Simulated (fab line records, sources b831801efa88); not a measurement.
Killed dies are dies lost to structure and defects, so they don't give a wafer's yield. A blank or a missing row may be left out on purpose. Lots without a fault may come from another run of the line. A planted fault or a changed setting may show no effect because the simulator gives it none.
Chamber matching | flow gf180mcu | GF_V1_CVD_00 on hdpcvd-02: 3 sister chambers
The step deposits SiO2, target thk 600 nm, time 100 s. 3 wafers are shown with their chamber, then 8 later ones without.

WAFERS WITH THEIR CHAMBER
wafer  | chamber | sih4_flow_sccm (sccm)
L409.5 | 1       | 60.03
L409.6 | 0       | 60.10
L420.4 | 2       | 59.79

WAFERS WITHOUT THEIR CHAMBER
wafer  | sih4_flow_sccm (sccm)
L420.5 | 60.21
L420.6 | 59.98
L422.1 | 59.88
L422.3 | 59.64
L422.4 | 60.04
L423.2 | 59.83
L423.4 | 59.85
L423.6 | 60.19

WHICH CHAMBER EACH WENT THROUGH
wafer  | from the rows above          | in truth
L420.5 | can't be placed: 0 or 1      | 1
L420.6 | can't be placed: 1 or 0 or 2 | 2
L422.1 | can't be placed: 2 or 1 or 0 | 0
L422.3 | 2                            | 2
L422.4 | can't be placed: 1 or 0      | 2
L423.2 | can't be placed: 2 or 1      | 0
L423.4 | can't be placed: 2 or 1      | 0
L423.6 | can't be placed: 0 or 1      | 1
Placed correctly: 1 of 8. Can't be placed from these rows: 7 (the true chamber is among the candidates in 4). Placed wrongly: 0.
How it was worked out, from the rows above alone: a wafer's distance from a chamber is the root of the sum, over the readings, of the square of ((its reading less the chamber's mean) divided by the reading's scatter). The wafer belongs to the nearest chamber; if the next one is less than 2 further off, it can't be placed. A chamber's mean is the mean of its shown wafers. The scatter: with one shown wafer a chamber, the root of the mean of the squares of how far each hidden wafer lies from its nearest shown one.
